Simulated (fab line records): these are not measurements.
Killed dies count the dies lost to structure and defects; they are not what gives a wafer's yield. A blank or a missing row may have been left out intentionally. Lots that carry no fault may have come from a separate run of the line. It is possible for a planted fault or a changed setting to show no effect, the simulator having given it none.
fab line records	flow sky130
[record] lots = 15	wafers = 44	lastDay = 51
route steps=708 shown FIELD_ISO@18 PAD_OPEN@708
lots with no fault: from the same line, run without faults
startH: hours from the record's first day to the start of the lot's first wafer shown	waitH: hours from the lot's prior step to this one	" the same as in the row above	L1.1+2: several wafers, shown together as one row	- no value present, or no start provided	* or withheld: withheld	< > ~ a bound
route shown NAME@n: NAME is a module with steps in the file, n the number in the route of the first one	usual: mean/standard deviation of fault-free wafers	same: alike in all rows	chamber/n: place in a boat	sites: per-site readings	_std_site: standard deviation of those values	_edge_site: outer sites' mean less inner sites'	radiusMm: how far each site lies from the wafer's centre	mask NAME#n: copy n	behind: the last tool/chamber to shape the wafer	hold: reason for holding the lot/hours on hold/outcome of the hold	device: whichever transistor did not switch (one of n, p or np)	end of line: tests of these same wafers at the route's end	where a step has no rows: the recipe by itself	killed: dies that structure and defects cost at the first sort, which is not the same as the wafer's yield	map: per-die view of a wafer (x killed, . not killed, _ where there is no die)
set.NAME: the run value of the setting; set.NAME@STEP: its run value at that earlier step	model.NAME: the simulator's own value behind a step, which no gauge read
the route's steps for a sample of lots (tables are steps, rows are wafers)
services: when a tool's chamber went out of use (startH, in hours from the record's first day, below 0 if earlier), for how many hours, and the reason
[[steps]]
[step SKY_FIELD_ISO_ETCH_17]
[recipe] targetDepthA = 3420	maskMaterial = Si3N4	chemistry = HBr/Cl2/O2	target = Si	taperDeg = 5	icpW = 600	biasW = 150	pressureMtorr = 15	HBr_flow_sccm = 150	Cl2_flow_sccm = 40	O2_flow_sccm = 6	timeS = 97.7
[usual] chamberPressureMTorr = 14.999/0.015	drypumpMotorCurrentA = 5.55/0.27	oesProductAu = 1.006/0.0076	throttleValvePct = 25.652/0.011
lot.wafer	tool	chamber	startH	waitH	chamberPressureMTorr	drypumpMotorCurrentA	oesProductAu	rfHoursCounterH	throttleValvePct
L796.1	rieSi-02	2	29.85	0.1	14.994	5.06	1.004	11	25.659
L796.3	"	3	"	"	14.988	5.66	1.011	3	25.646
L796.6	"	0	"	"	15.003	5.43	0.999	-	25.656
L797.1	rieSi-01	3	34.67	0.1	15.023	5.35	1.007	57	25.646
L797.4	"	0	"	"	15.011	5.71	1.006	76	25.662
L797.5	"	1	"	"	15.027	5.56	0.987	-	25.662
L798.3	rieSi-02	2	39.10	0.0	15.024	5.07	1.006	11	25.658
L798.4	"	3	"	"	15.011	5.67	0.998	3	25.640
L798.5	"	3	"	"	15.006	5.66	1.006	-	25.652
L799.1	rieSi-01	0	45.32	0.1	14.981	5.69	1.015	76	25.645
L799.4	"	3	"	"	14.987	5.37	1.013	57	25.653
L799.6	"	3	"	"	14.988	5.34	1.011	-	25.635
L800.1	rieSi-02	0	50.80	0.1	15.012	5.44	1.014	2	25.649
L800.5	"	3	"	"	15.006	5.67	1.003	-	25.654
L800.6	"	2	"	"	14.994	5.08	1.003	-	25.657
L801.4	rieSi-01	3	56.67	0.0	15.021	5.32	1.017	57	25.655
L801.5	"	2	"	"	14.990	5.90	0.997	-	25.666
L801.6	"	1	"	"	14.954	5.55	1.016	-	25.658
L802.2	rieSi-01	3	62.50	0.1	15.010	5.35	1.008	57	25.649
L802.3	"	1	"	"	14.983	5.52	0.996	9	25.672
L802.4	"	1	"	"	14.992	5.55	1.000	-	25.676
L803.1	rieSi-02	0	67.03	0.1	14.992	5.44	1.006	3	25.638
L803.2	"	3	"	"	14.997	5.66	1.014	3	25.648
L803.5	"	1	"	"	15.008	5.95	1.017	-	25.651
L804.3	rieSi-02	1	72.90	0.0	15.025	5.91	1.009	151	25.630
L804.4	"	0	"	"	15.005	5.47	1.001	3	25.668
L804.6	"	2	"	"	15.010	5.07	1.012	-	25.669
L805.4	rieSi-02	3	78.77	0.1	14.994	5.63	1.237	-	25.492
L805.5	"	2	"	"	14.975	5.07	1.007	-	25.651
L805.6	"	0	"	"	14.988	5.47	1.014	-	25.638
L806.2	rieSi-02	0	82.68	0.1	15.017	5.47	1.250	3	25.481
L806.3	"	2	"	"	14.993	5.07	1.024	12	25.640
L806.4	"	3	"	"	14.980	5.64	1.257	-	25.481
L807.3	rieSi-01	2	85.98	0.0	15.017	5.89	1.005	0	25.637
L807.4	"	0	"	"	14.971	5.70	1.007	76	25.645
L807.6	"	3	"	"	14.974	5.34	1.009	-	25.644
L808.1	rieSi-02	3	94.55	0.1	14.986	5.66	1.001	4	25.653
L808.2	"	2	"	"	15.009	5.05	1.240	12	25.493
L817.4	rieSi-01	2	139.31	0.0	15.012	5.91	1.006	1	25.665
L817.5	"	1	"	"	15.031	5.55	1.016	-	25.652
L817.6	"	2	"	"	15.009	5.90	1.005	-	25.641
L819.2	rieSi-02	1	148.35	0.1	14.998	5.89	1.015	0	25.644
L819.3	"	3	"	"	15.011	5.70	1.003	4	25.645
L819.5	"	2	"	"	14.998	5.08	1.015	-	25.647
[step SKY_PAD_OPEN_PROBE_99]
[usual] killed_at_M0_to_M3 = 43/7	killed_at_M4_up = 3.1/1.5	killedAtContacts = 23/4.9	killedAtFrontEnd = 16/3.9	killedAtOther = 0.3/0.52	killedDies = 86/8.2	killedOnRim = 16/3.7	killedOpen = 47/6.1	killedShort = 38/5.8
[same] grossDies = 492	killedAtBackSide = 0
lot.wafer	tool	chamber	startH	waitH	killed_at_M0_to_M3	killed_at_M4_up	killedAtContacts	killedAtFrontEnd	killedAtOther	killedDies	killedOnRim	killedOpen	killedShort
L796.1	prober-02	-	1112.15	0.1	36	2	22	13	0	73	18	39	34
L796.3	prober-02	-	1112.25	0.2	47	3	24	17	0	91	18	50	41
L796.6	prober-02	-	1112.40	0.2	30	3	28	19	0	80	20	43	37
L798.3	prober-01	-	1119.70	0.2	36	3	31	17	0	87	22	43	42
L798.4	prober-01	-	1119.75	0.2	35	3	25	20	0	83	17	49	33
L798.5	prober-01	-	1119.80	0.2	30	2	22	19	1	74	14	40	34
L797.1	prober-02	-	1120.28	0.1	45	2	30	18	0	95	15	52	43
L797.4	prober-02	-	1120.43	0.2	44	5	16	17	0	82	10	49	33
L797.5	prober-02	-	1120.48	0.2	42	4	23	13	0	82	12	47	35
L799.1	prober-01	-	1126.62	0.1	41	3	22	13	0	79	12	53	26
L799.4	prober-01	-	1126.77	0.2	53	4	17	23	0	97	18	43	53
L799.6	prober-01	-	1126.87	0.2	44	5	25	14	0	88	17	55	33
L800.1	prober-02	-	1133.32	0.1	49	5	26	16	0	96	14	50	45
L800.5	prober-02	-	1133.52	0.2	40	2	22	11	0	75	18	40	32
L800.6	prober-02	-	1133.57	0.2	49	2	22	11	1	85	19	51	34
L801.4	prober-01	-	1140.16	0.2	44	3	21	13	0	81	23	42	39
L801.5	prober-01	-	1140.21	0.2	50	2	21	18	0	91	12	52	39
L801.6	prober-01	-	1140.26	0.2	57	5	20	12	0	94	22	57	37
L802.2	prober-02	-	1144.47	0.1	36	6	18	17	0	77	15	44	31
L802.3	prober-02	-	1144.52	0.2	51	5	23	15	0	94	23	53	39
L802.4	prober-02	-	1144.57	0.2	39	6	22	17	0	84	19	44	39
L803.1	prober-01	-	1153.14	0.1	44	4	26	24	0	98	24	53	45
L803.2	prober-01	-	1153.19	0.1	46	3	18	14	1	82	15	48	33
L803.5	prober-01	-	1153.34	0.2	39	0	25	14	1	79	17	41	37
L804.3	prober-02	-	1164.45	0.2	34	5	18	21	0	78	14	48	30
L804.4	prober-02	-	1164.50	0.2	41	4	21	25	0	91	22	46	45
L804.6	prober-02	-	1164.60	0.2	55	4	21	9	0	89	17	47	42
L805.4	prober-01	-	1167.12	0.2	37	5	14	22	1	79	18	42	36
L805.5	prober-01	-	1167.17	0.2	42	4	17	16	0	79	18	40	38
L805.6	prober-01	-	1167.22	0.2	36	1	13	18	1	69	19	40	29
L806.2	prober-01	-	1175.13	0.1	41	1	23	14	0	79	17	40	38
L806.3	prober-01	-	1175.18	0.2	48	3	11	12	0	74	16	37	37
L806.4	prober-01	-	1175.23	0.2	29	3	30	18	0	80	7	43	36
L807.3	prober-02	-	1180.77	0.2	52	4	12	10	0	78	15	45	33
L807.4	prober-02	-	1180.82	0.2	60	3	18	16	1	98	24	57	41
L807.6	prober-02	-	1180.92	0.2	41	4	21	20	1	87	16	45	42
L808.1	prober-01	-	1185.72	0.1	46	3	26	13	1	89	22	49	40
L808.2	prober-01	-	1185.77	0.1	43	3	22	17	0	85	16	43	42
L817.4	prober-01	-	1223.99	0.2	43	4	27	14	0	88	14	47	40
L817.5	prober-01	-	1224.04	0.2	41	3	23	17	1	85	16	36	48
L817.6	prober-01	-	1224.09	0.2	51	1	24	10	0	86	17	41	43
L819.2	prober-02	-	1225.46	0.1	40	4	16	9	1	70	11	38	32
L819.3	prober-02	-	1225.51	0.2	47	1	30	23	0	101	13	53	48
L819.5	prober-02	-	1225.61	0.2	43	5	19	15	0	82	8	40	42
// killed by level:class
L796.1 VIA1:geometricParticle:open=10 LI_CONTACT:geometricParticle:open=8 METAL1:geometricParticle:short=7 CONTACT:geometricParticle:short=6 VIA2:geometricParticle:open=5 METAL2:geometricParticle:short=5 CONTACT:geometricParticle:open=4 VIA3:geometricParticle:open=4
L796.3 LI_CONTACT:geometricParticle:open=10 POLY_GATE:geometricParticle:short=9 VIA1:geometricParticle:open=9 METAL1:geometricParticle:short=8 CONTACT:geometricParticle:open=8 VIA3:geometricParticle:open=5 VIA2:geometricParticle:open=5 VIA1:geometricParticle:short=4
L796.6 LI_CONTACT:geometricParticle:open=10 CONTACT:geometricParticle:open=7 METAL1:geometricParticle:short=7 FIELD_ISO:geometricParticle:short=5 CONTACT:geometricParticle:short=5 VIA1:geometricParticle:short=4 FIELD_ISO:geometricParticle:open=3 POLY_GATE:geometricParticle:short=3
L798.3 LI_CONTACT:geometricParticle:open=11 CONTACT:geometricParticle:open=9 VIA2:geometricParticle:short=7 VIA3:geometricParticle:open=7 FIELD_ISO:geometricParticle:short=5 POLY_GATE:geometricParticle:short=4 CONTACT:geometricParticle:short=4 VIA1:geometricParticle:open=4
L798.4 LI_CONTACT:geometricParticle:open=11 VIA1:geometricParticle:open=8 CONTACT:geometricParticle:open=6 METAL1:geometricParticle:open=6 POLY_GATE:geometricParticle:open=5 POLY_GATE:geometricParticle:short=5 CONTACT:geometricParticle:short=5 VIA3:geometricParticle:open=5
L798.5 VIA1:geometricParticle:open=10 CONTACT:geometricParticle:open=8 FIELD_ISO:geometricParticle:open=6 LI_CONTACT:geometricParticle:short=5 VIA3:geometricParticle:open=5 METAL2:geometricParticle:short=5 FIELD_ISO:geometricParticle:short=4 LOCAL_INTERCONNECT:geometricParticle:short=4
L797.1 METAL1:geometricParticle:short=10 CONTACT:geometricParticle:open=10 LI_CONTACT:geometricParticle:open=9 VIA2:geometricParticle:open=7 VIA1:geometricParticle:open=7 FIELD_ISO:geometricParticle:short=6 FIELD_ISO:geometricParticle:open=6 METAL2:geometricParticle:short=6
L797.4 VIA2:geometricParticle:open=12 LI_CONTACT:geometricParticle:open=6 VIA1:geometricParticle:open=6 METAL2:geometricParticle:short=5 CONTACT:geometricParticle:open=5 VIA3:geometricParticle:open=5 POLY_GATE:geometricParticle:short=4 METAL1:geometricParticle:short=4
L797.5 CONTACT:geometricParticle:open=8 VIA3:geometricParticle:open=8 VIA2:geometricParticle:open=7 LOCAL_INTERCONNECT:geometricParticle:short=6 VIA1:geometricParticle:open=6 LI_CONTACT:geometricParticle:open=4 METAL2:geometricParticle:short=4 METAL1:geometricParticle:short=4
L799.1 CONTACT:geometricParticle:open=13 VIA2:geometricParticle:open=8 VIA3:geometricParticle:open=7 VIA1:geometricParticle:open=7 VIA2:geometricParticle:short=5 SPACER:geometricParticle:open=4 LI_CONTACT:geometricParticle:open=4 METAL2:geometricParticle:short=4
L799.4 METAL2:geometricParticle:short=9 VIA1:geometricParticle:short=8 VIA1:geometricParticle:open=8 FIELD_ISO:geometricParticle:open=6 CONTACT:geometricParticle:short=6 VIA3:geometricParticle:open=6 METAL1:geometricParticle:short=5 VIA2:geometricParticle:open=5
L799.6 CONTACT:geometricParticle:open=14 VIA1:geometricParticle:open=13 VIA3:geometricParticle:open=9 METAL2:geometricParticle:short=5 METAL4:geometricParticle:short=5 FIELD_ISO:geometricParticle:open=4 LI_CONTACT:geometricParticle:open=4 POLY_GATE:geometricParticle:short=3
L800.1 VIA1:geometricParticle:open=12 CONTACT:geometricParticle:open=10 VIA1:geometricParticle:short=10 LI_CONTACT:geometricParticle:open=7 FIELD_ISO:geometricParticle:open=5 POLY_GATE:geometricParticle:open=5 METAL2:geometricParticle:short=5 VIA3:geometricParticle:open=5
L800.5 VIA1:geometricParticle:open=11 LI_CONTACT:geometricParticle:open=7 CONTACT:geometricParticle:open=6 METAL1:geometricParticle:short=5 METAL2:geometricParticle:short=5 LOCAL_INTERCONNECT:geometricParticle:short=4 CONTACT:geometricParticle:short=4 VIA1:geometricParticle:short=4
L800.6 VIA1:geometricParticle:open=13 LI_CONTACT:geometricParticle:open=8 METAL2:geometricParticle:short=7 VIA3:geometricParticle:open=6 CONTACT:geometricParticle:open=6 VIA2:geometricParticle:open=6 VIA1:geometricParticle:short=5 FIELD_ISO:geometricParticle:short=4
L801.4 VIA1:geometricParticle:open=13 LI_CONTACT:geometricParticle:open=7 METAL1:geometricParticle:short=7 FIELD_ISO:geometricParticle:open=5 CONTACT:geometricParticle:short=5 METAL2:geometricParticle:short=5 VIA1:geometricParticle:short=5 POLY_GATE:geometricParticle:short=4
L801.5 VIA1:geometricParticle:open=12 VIA3:geometricParticle:open=10 LI_CONTACT:geometricParticle:open=8 POLY_GATE:geometricParticle:short=7 METAL1:geometricParticle:short=7 CONTACT:geometricParticle:open=5 VIA1:geometricParticle:short=5 FIELD_ISO:geometricParticle:open=3
L801.6 VIA1:geometricParticle:open=13 VIA3:geometricParticle:open=10 METAL1:geometricParticle:short=10 CONTACT:geometricParticle:open=8 LI_CONTACT:geometricParticle:open=6 VIA1:geometricParticle:short=6 VIA2:geometricParticle:open=5 METAL2:geometricParticle:short=5
L802.2 CONTACT:geometricParticle:open=10 VIA1:geometricParticle:open=8 VIA3:geometricParticle:open=7 VIA2:geometricParticle:open=6 METAL2:geometricParticle:short=5 VIA3:geometricParticle:short=4 LI_CONTACT:geometricParticle:open=4 CONTACT:geometricParticle:short=4
L802.3 VIA1:geometricParticle:open=15 CONTACT:geometricParticle:open=10 VIA2:geometricParticle:open=7 VIA3:geometricParticle:open=6 LI_CONTACT:geometricParticle:open=5 CONTACT:geometricParticle:short=5 METAL4:geometricParticle:short=5 METAL2:geometricParticle:short=5
L802.4 VIA3:geometricParticle:open=9 LI_CONTACT:geometricParticle:open=8 VIA1:geometricParticle:open=8 METAL1:geometricParticle:short=6 FIELD_ISO:geometricParticle:open=5 CONTACT:geometricParticle:open=5 FIELD_ISO:geometricParticle:short=4 METAL4:geometricParticle:short=4
L803.1 VIA1:geometricParticle:open=13 VIA2:geometricParticle:open=8 LI_CONTACT:geometricParticle:open=7 FIELD_ISO:geometricParticle:open=6 FIELD_ISO:geometricParticle:short=5 METAL1:geometricParticle:short=5 LI_CONTACT:geometricParticle:short=5 POLY_GATE:geometricParticle:open=5
L803.2 VIA1:geometricParticle:open=11 LI_CONTACT:geometricParticle:open=8 VIA1:geometricParticle:short=6 VIA2:geometricParticle:open=6 METAL2:geometricParticle:short=5 VIA3:geometricParticle:open=5 FIELD_ISO:geometricParticle:short=4 FIELD_ISO:geometricParticle:open=4
L803.5 CONTACT:geometricParticle:open=8 VIA1:geometricParticle:open=7 LI_CONTACT:geometricParticle:open=6 METAL1:geometricParticle:short=6 POLY_GATE:geometricParticle:open=5 CONTACT:geometricParticle:short=5 VIA2:geometricParticle:short=5 METAL3:geometricParticle:short=5
L804.3 VIA2:geometricParticle:open=8 CONTACT:geometricParticle:open=7 VIA3:geometricParticle:open=6 FIELD_ISO:geometricParticle:open=5 VIA1:geometricParticle:open=5 FIELD_ISO:geometricParticle:short=4 POLY_GATE:geometricParticle:open=4 METAL2:geometricParticle:short=4
L804.4 FIELD_ISO:geometricParticle:open=8 CONTACT:geometricParticle:open=7 VIA1:geometricParticle:open=7 METAL1:geometricParticle:short=7 VIA1:geometricParticle:short=7 POLY_GATE:geometricParticle:short=6 LOCAL_INTERCONNECT:geometricParticle:short=5 VIA2:geometricParticle:open=5
L804.6 VIA1:geometricParticle:open=11 VIA3:geometricParticle:open=9 LI_CONTACT:geometricParticle:open=7 VIA2:geometricParticle:short=6 METAL2:geometricParticle:short=6 VIA2:geometricParticle:open=6 CONTACT:geometricParticle:open=5 METAL1:geometricParticle:short=5
L805.4 POLY_GATE:geometricParticle:open=8 VIA1:geometricParticle:open=8 VIA3:geometricParticle:open=7 POLY_GATE:geometricParticle:short=6 FIELD_ISO:geometricParticle:short=5 LOCAL_INTERCONNECT:geometricParticle:short=5 CONTACT:geometricParticle:open=5 METAL1:geometricParticle:short=5
L805.5 VIA1:geometricParticle:open=10 METAL1:geometricParticle:short=6 VIA2:geometricParticle:open=5 CONTACT:geometricParticle:open=5 VIA1:geometricParticle:short=5 VIA3:geometricParticle:open=5 METAL4:geometricParticle:short=4 FIELD_ISO:geometricParticle:open=3
L805.6 LI_CONTACT:geometricParticle:open=6 VIA3:geometricParticle:open=6 VIA2:geometricParticle:open=6 FIELD_ISO:geometricParticle:short=4 POLY_GATE:geometricParticle:short=4 POLY_GATE:geometricParticle:open=4 VIA1:geometricParticle:open=4 METAL1:geometricParticle:short=4
L806.2 LI_CONTACT:geometricParticle:open=10 VIA3:geometricParticle:short=10 CONTACT:geometricParticle:open=7 VIA1:geometricParticle:open=6 METAL2:geometricParticle:short=6 VIA3:geometricParticle:open=5 VIA2:geometricParticle:short=4 FIELD_ISO:geometricParticle:short=3
L806.3 VIA1:geometricParticle:open=13 METAL2:geometricParticle:short=10 VIA3:geometricParticle:open=7 FIELD_ISO:geometricParticle:short=5 VIA1:geometricParticle:short=5 VIA2:geometricParticle:open=5 LI_CONTACT:geometricParticle:open=4 POLY_GATE:geometricParticle:open=4
L806.4 LI_CONTACT:geometricParticle:open=11 CONTACT:geometricParticle:open=9 VIA1:geometricParticle:open=6 FIELD_ISO:geometricParticle:short=5 FIELD_ISO:geometricParticle:open=5 LOCAL_INTERCONNECT:geometricParticle:short=5 METAL1:geometricParticle:short=5 VIA2:geometricParticle:open=5
L807.3 VIA2:geometricParticle:open=13 VIA1:geometricParticle:open=9 METAL2:geometricParticle:short=7 VIA1:geometricParticle:short=6 FIELD_ISO:geometricParticle:open=4 LI_CONTACT:geometricParticle:open=4 VIA3:geometricParticle:open=4 POLY_GATE:geometricParticle:short=3
L807.4 VIA1:geometricParticle:open=16 VIA3:geometricParticle:open=10 CONTACT:geometricParticle:open=8 VIA2:geometricParticle:open=7 METAL2:geometricParticle:short=6 VIA2:geometricParticle:short=5 LOCAL_INTERCONNECT:geometricParticle:short=4 LI_CONTACT:geometricParticle:open=4
L807.6 VIA2:geometricParticle:open=9 FIELD_ISO:geometricParticle:short=8 CONTACT:geometricParticle:open=8 VIA1:geometricParticle:open=7 VIA1:geometricParticle:short=6 VIA3:geometricParticle:open=6 CONTACT:geometricParticle:short=5 FIELD_ISO:geometricParticle:open=4
L808.1 VIA3:geometricParticle:open=13 VIA1:geometricParticle:open=9 LI_CONTACT:geometricParticle:open=8 CONTACT:geometricParticle:open=7 POLY_GATE:geometricParticle:short=6 METAL1:geometricParticle:short=5 FIELD_ISO:geometricParticle:short=4 CONTACT:geometricParticle:short=4
L808.2 CONTACT:geometricParticle:open=11 VIA2:geometricParticle:open=10 VIA1:geometricParticle:open=8 POLY_GATE:geometricParticle:short=6 VIA1:geometricParticle:short=6 LOCAL_INTERCONNECT:geometricParticle:short=5 FIELD_ISO:geometricParticle:short=4 METAL1:geometricParticle:short=4
L817.4 CONTACT:geometricParticle:open=9 VIA1:geometricParticle:open=9 VIA3:geometricParticle:open=8 VIA2:geometricParticle:open=7 LI_CONTACT:geometricParticle:open=6 LOCAL_INTERCONNECT:geometricParticle:short=6 VIA3:geometricParticle:short=5 FIELD_ISO:geometricParticle:short=4
L817.5 FIELD_ISO:geometricParticle:short=8 METAL2:geometricParticle:short=8 LOCAL_INTERCONNECT:geometricParticle:short=7 LI_CONTACT:geometricParticle:open=6 CONTACT:geometricParticle:open=6 VIA1:geometricParticle:short=5 METAL1:geometricParticle:short=5 METAL1:geometricParticle:open=4
L817.6 VIA1:geometricParticle:open=12 VIA3:geometricParticle:open=9 METAL1:geometricParticle:short=6 METAL2:geometricParticle:short=6 VIA2:geometricParticle:short=5 LOCAL_INTERCONNECT:geometricParticle:short=5 CONTACT:geometricParticle:short=5 CONTACT:geometricParticle:open=5
L819.2 VIA1:geometricParticle:open=10 VIA2:geometricParticle:open=8 CONTACT:geometricParticle:open=6 FIELD_ISO:geometricParticle:short=5 METAL1:geometricParticle:short=5 VIA3:geometricParticle:open=5 METAL4:geometricParticle:short=4 VIA1:geometricParticle:short=4
L819.3 CONTACT:geometricParticle:open=12 VIA2:geometricParticle:open=11 METAL1:geometricParticle:short=8 VIA1:geometricParticle:open=8 FIELD_ISO:geometricParticle:open=7 POLY_GATE:geometricParticle:short=6 LOCAL_INTERCONNECT:geometricParticle:short=6 CONTACT:geometricParticle:short=6
L819.5 VIA2:geometricParticle:open=9 VIA1:geometricParticle:open=7 FIELD_ISO:geometricParticle:open=6 VIA1:geometricParticle:short=6 VIA3:geometricParticle:short=5 CONTACT:geometricParticle:open=5 LOCAL_INTERCONNECT:geometricParticle:short=4 POLY_GATE:geometricParticle:short=4
[[services]]
tool	chamber	startH	hours	kind
rieSi-01	1	9.85	5.7	repair
rieSi-02	0	12.83	4.9	repair
rieSi-02	2	46.45	2.9	repair
rieSi-01	2	59.29	1.8	repair
rieSi-01	2	61.10	-	clean
rieSi-01	2	61.10	17.7	scheduledDown
rieSi-01	2	61.10	17.7	ventCycle
rieSi-02	2	61.17	3.0	repair
rieSi-02	1	75.08	-	clean
rieSi-02	1	75.08	18.0	scheduledDown
rieSi-02	1	75.08	18.0	ventCycle
[[key]]
[firstSign] step = SKY_FIELD_ISO_ETCH_17	reading = oesProductAu	direction = up	sigmas = 31	usual = 1.006	struck = 1.246
[effect] step = SKY_FIELD_ISO_ETCH_17	reading = throttleValvePct	direction = down	sigmas = 15	usual = 25.652	struck = 25.487
metAt SKY_FIELD_ISO_ETCH_17
struckLots L805,L806,L808
struckWafers L805.4,L806.2,L806.4,L808.2
testerLeftOut L805,L806,L808
onsetBetween 72.90 78.77
[fault] kind = processParameterDrift	tool = rieSi-02	chamber = -	onsetH = 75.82	steps = SKY_FIELD_ISO_ETCH_17	channel = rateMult	offset = 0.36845	shape = step	endH = 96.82	scope = struckWafersOnly
// testerLeftOut: of these lots the tester's yield and bins aren't shown, on N5 and GAA mostly nor the transistor test; their killed dies are dies lost to structure and defects alone, not to doping, threshold or leakage, so they don't give the yield
